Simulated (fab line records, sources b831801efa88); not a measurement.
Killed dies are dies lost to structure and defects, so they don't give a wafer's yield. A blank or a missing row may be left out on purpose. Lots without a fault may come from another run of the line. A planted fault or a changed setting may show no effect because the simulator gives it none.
One fault seen from 2 desks | flow gf180mcu | each desk has only its own numbers; what lay behind them comes last

THE TOOL OWNER'S DESK: plasma_asher-04
The tool's own readings at GF_DNWELL_STRIP_08 (strips in O2/N2): means of the sampled wafers that have a number, for each lot that ran on this tool. A lot is out of limits, marked OUT, if its mean lies more than 4 standard deviations from the usual mean; the brackets give that distance.
Columns: A = drypump_motor_current_A at GF_DNWELL_STRIP_08, usual 5.7 A; B = heater_power_w at GF_DNWELL_STRIP_08, usual 335 W; C = oes_product_au at GF_DNWELL_STRIP_08, usual 0.722 a.u.; D = platen_temp_c at GF_DNWELL_STRIP_08, usual 250.03 C; E = strip_time_to_endpoint_s at GF_DNWELL_STRIP_08, usual 36.96 s
lot  | first seen here | A   | B   | C     | D                 | E
L481 | day 4 22:46     | 6.0 | 342 | 0.711 | 248.29 (-9.7) OUT | 38.05 (+12) OUT
This desk's finding: out of limits on L481; first on L481, day 4 22:46 (platen_temp_c at GF_DNWELL_STRIP_08). In limits: none.

THE METROLOGY DESK
What the gauges read, lot by lot, whatever tool the lot ran on: means of the sampled wafers that have a number. A lot is out of limits, marked OUT, if its mean lies more than 4 standard deviations from the usual mean; the brackets give that distance.
Columns: A = cd_nm at GF_HV_LDD_CD_MEAS_07, usual 399.8 nm; B = cd_nm at GF_HV_LDD_CD_MEAS_31, usual 399.9 nm; C = M1_ALCU_THK at GF_M1_THK_MEAS_06, usual 437 nm
lot  | first seen here | A     | B     | C
L471 | day 9 22:47     | 400.1 | 401.6 | 431
L472 | day 10 06:02    | 402.8 | 402.1 | 441
L473 | day 10 12:08    | 400.9 | 398.6 | 431
L474 | day 10 19:32    | 403.2 | 398.5 | 440
L475 | day 11 02:53    | 401.6 | 400.0 | 437
L481 | day 12 23:50    | 401.4 | 401.9 | 434
L484 | day 13 23:53    | 396.7 | 397.4 | 437
L486 | day 14 15:14    | 401.0 | 398.4 | 438
L487 | day 14 18:54    | 400.8 | 398.5 | 440
L489 | day 15 10:30    | 399.4 | 402.9 | 436
L490 | day 15 21:44    | 397.8 | 398.5 | 434
L491 | day 16 05:35    | 396.9 | 400.4 | 440
L493 | day 16 21:17    | 397.0 | 402.5 | 437
This desk's finding: nothing out of limits on any of the 13 lots.

PUT TOGETHER
The tool owner's desk could have raised an alarm at day 4 22:46, on L481.
The metrology desk saw nothing out of limits.
The metrology desk has L481 on record, within its limits.
Of the lots named, all ran GF_DNWELL_STRIP_08 on plasma_asher-04.

WHAT THE SIMULATOR HAD PUT IN
Process parameter drift: plasma_asher-04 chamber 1, from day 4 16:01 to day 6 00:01, at GF_DNWELL_STRIP_08. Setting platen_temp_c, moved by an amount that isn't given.
Lots struck among those shown: L481.
Hours from the fault's start to each desk's first reading out of limits: the tool owner's desk, 7.
